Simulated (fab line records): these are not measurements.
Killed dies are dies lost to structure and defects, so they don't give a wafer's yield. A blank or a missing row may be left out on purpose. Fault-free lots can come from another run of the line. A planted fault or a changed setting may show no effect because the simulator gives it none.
Split-lot study :: flow sfq line :: 23 wafers read from 5 lots, route of 325 steps

THE SPLIT ITSELF
At SFQ_TRILAYER_M5_LITHO_PEB_126 (peb time 60 s), the setting peb time s was moved away from the recipe's 60 s on 8 of the 23 wafers read, by -8.7% to +7.2%. All remaining wafers had this setting at the recipe value.

THE PATH FROM SPLIT TO READING: the file shows 1 step between them
- SFQ_TRILAYER_M5_LITHO_DEVELOP_125: time 60 s

THE READING
M5.cd nm (the simulator's own value, which no gauge read), in nm, at SFQ_TRILAYER_M5_BARC_OPEN_METAL_ETCH_161 (etches BARC in O2, target depth 125 nm, time 41.7 s). No usual value for it is given in the file. Average 700.3 nm, standard deviation 1.3 nm, over the 15 wafers here run with the recipe.

wafer: L075.1
tool, chamber at the split: litho track-03, 0
peb time s as run, s: 60
against the recipe: recipe
M5.cd nm, nm: 700.2
against lot-mates on the recipe: -

wafer: L075.2
tool, chamber at the split: litho track-03, 0
peb time s as run, s: 60
against the recipe: recipe
M5.cd nm, nm: 698.8
against lot-mates on the recipe: -

wafer: L075.3
tool, chamber at the split: litho track-03, 0
peb time s as run, s: 54.78
against the recipe: -8.7%
M5.cd nm, nm: 714.8
against lot-mates on the recipe: +14.8

wafer: L075.5
tool, chamber at the split: litho track-03, 0
peb time s as run, s: 60
against the recipe: recipe
M5.cd nm, nm: 701
against lot-mates on the recipe: -

wafer: L075.6
tool, chamber at the split: litho track-03, 0
peb time s as run, s: 54.78
against the recipe: -8.7%
M5.cd nm, nm: 713.7
against lot-mates on the recipe: +13.7

wafer: L080.1
tool, chamber at the split: litho track-01, 0
peb time s as run, s: 56.89
against the recipe: -5.2%
M5.cd nm, nm: 707.2
against lot-mates on the recipe: +7.8

wafer: L080.3
tool, chamber at the split: litho track-01, 0
peb time s as run, s: 56.89
against the recipe: -5.2%
M5.cd nm, nm: 707.9
against lot-mates on the recipe: +8.4

wafer: L080.4
tool, chamber at the split: litho track-01, 0
peb time s as run, s: 60
against the recipe: recipe
M5.cd nm, nm: 700.1
against lot-mates on the recipe: -

wafer: L080.5
tool, chamber at the split: litho track-01, 0
peb time s as run, s: 56.89
against the recipe: -5.2%
M5.cd nm, nm: 710
against lot-mates on the recipe: +10.5

wafer: L080.6
tool, chamber at the split: litho track-01, 0
peb time s as run, s: 60
against the recipe: recipe
M5.cd nm, nm: 698.8
against lot-mates on the recipe: -

wafer: L082.1
tool, chamber at the split: litho track-02, 0
peb time s as run, s: 64.32
against the recipe: +7.2%
M5.cd nm, nm: 689.8
against lot-mates on the recipe: -9.9

wafer: L082.2
tool, chamber at the split: litho track-02, 0
peb time s as run, s: 60
against the recipe: recipe
M5.cd nm, nm: 700.7
against lot-mates on the recipe: -

wafer: L082.4
tool, chamber at the split: litho track-02, 0
peb time s as run, s: 64.32
against the recipe: +7.2%
M5.cd nm, nm: 690
against lot-mates on the recipe: -9.7

wafer: L082.5
tool, chamber at the split: litho track-02, 0
peb time s as run, s: 64.32
against the recipe: +7.2%
M5.cd nm, nm: 691.2
against lot-mates on the recipe: -8.5

wafer: L082.6
tool, chamber at the split: litho track-02, 0
peb time s as run, s: 60
against the recipe: recipe
M5.cd nm, nm: 698.6
against lot-mates on the recipe: -

wafer: L084.1
tool, chamber at the split: litho track-01, 0
peb time s as run, s: 60
against the recipe: recipe
M5.cd nm, nm: 701.3
against lot-mates on the recipe: -

wafer: L084.4
tool, chamber at the split: litho track-01, 0
peb time s as run, s: 60
against the recipe: recipe
M5.cd nm, nm: 701.3
against lot-mates on the recipe: -

wafer: L084.2
tool, chamber at the split: litho track-01, 0
peb time s as run, s: 60
against the recipe: recipe
M5.cd nm, nm: 702.2
against lot-mates on the recipe: -

wafer: L084.5
tool, chamber at the split: litho track-01, 0
peb time s as run, s: 60
against the recipe: recipe
M5.cd nm, nm: 703
against lot-mates on the recipe: -

wafer: L084.6
tool, chamber at the split: litho track-01, 0
peb time s as run, s: 60
against the recipe: recipe
M5.cd nm, nm: 699.9
against lot-mates on the recipe: -

wafer: L085.2
tool, chamber at the split: litho track-02, 0
peb time s as run, s: 60
against the recipe: recipe
M5.cd nm, nm: 700.5
against lot-mates on the recipe: -

wafer: L085.3
tool, chamber at the split: litho track-02, 0
peb time s as run, s: 60
against the recipe: recipe
M5.cd nm, nm: 699.6
against lot-mates on the recipe: -

wafer: L085.4
tool, chamber at the split: litho track-02, 0
peb time s as run, s: 60
against the recipe: recipe
M5.cd nm, nm: 698.2
against lot-mates on the recipe: -

FIT RESULTS
A straight line over all 23 wafers: M5.cd nm changes by -1.5 nm for each +1% of peb time s; r = -0.98; the points scatter about the line by 1.3 nm.
The same after taking each lot's own level away (the mean of its wafers on the recipe; 23 wafers): -1.5 nm for each +1%; r = -0.98; scatter 1.2 nm.
The reading moves by 13 nm for the largest change in peb time s, on that fit.
The lots' own levels span 699.43 to 701.54 nm, that is 1.6 times the standard deviation above.
Hence the lot-to-lot level has little effect on the slope; both slopes agree.
Check: with one of the wafers moved furthest among these (-8.7%) left out of the fit, the line predicts +13.2 nm for it against its lot-mates. Against them it came out at +14.8 nm.

THESE WAFERS: OTHER SPLITS
Before the reading, these wafers also passed through other splits. Each is held against what the fit with the lots' levels taken away leaves over:
other split on the same wafers: SFQ_TRILAYER_I4_VIA_LITHO_COAT_103 spin rpm
wafers away from the commonest value: 8
r with M5.cd nm (lot level and that fit taken away): +0.04

other split on the same wafers: SFQ_TRILAYER_JJ_TRILAYER_DEP_SPUTTER_109 power w
wafers away from the commonest value: 8
r with M5.cd nm (lot level and that fit taken away): +0.01

other split on the same wafers: SFQ_TRILAYER_JJ_CE_LITHO_COAT_119 resist thk nm
wafers away from the commonest value: 12
r with M5.cd nm (lot level and that fit taken away): -0.11

other split on the same wafers: SFQ_TRILAYER_M5_LITHO_COAT_123 spin rpm
wafers away from the commonest value: 7
r with M5.cd nm (lot level and that fit taken away): -0.24

THE FILE'S OWN FIT
M5.cd nm changes by -1.54 nm for each +1% of peb time s, r = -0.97.
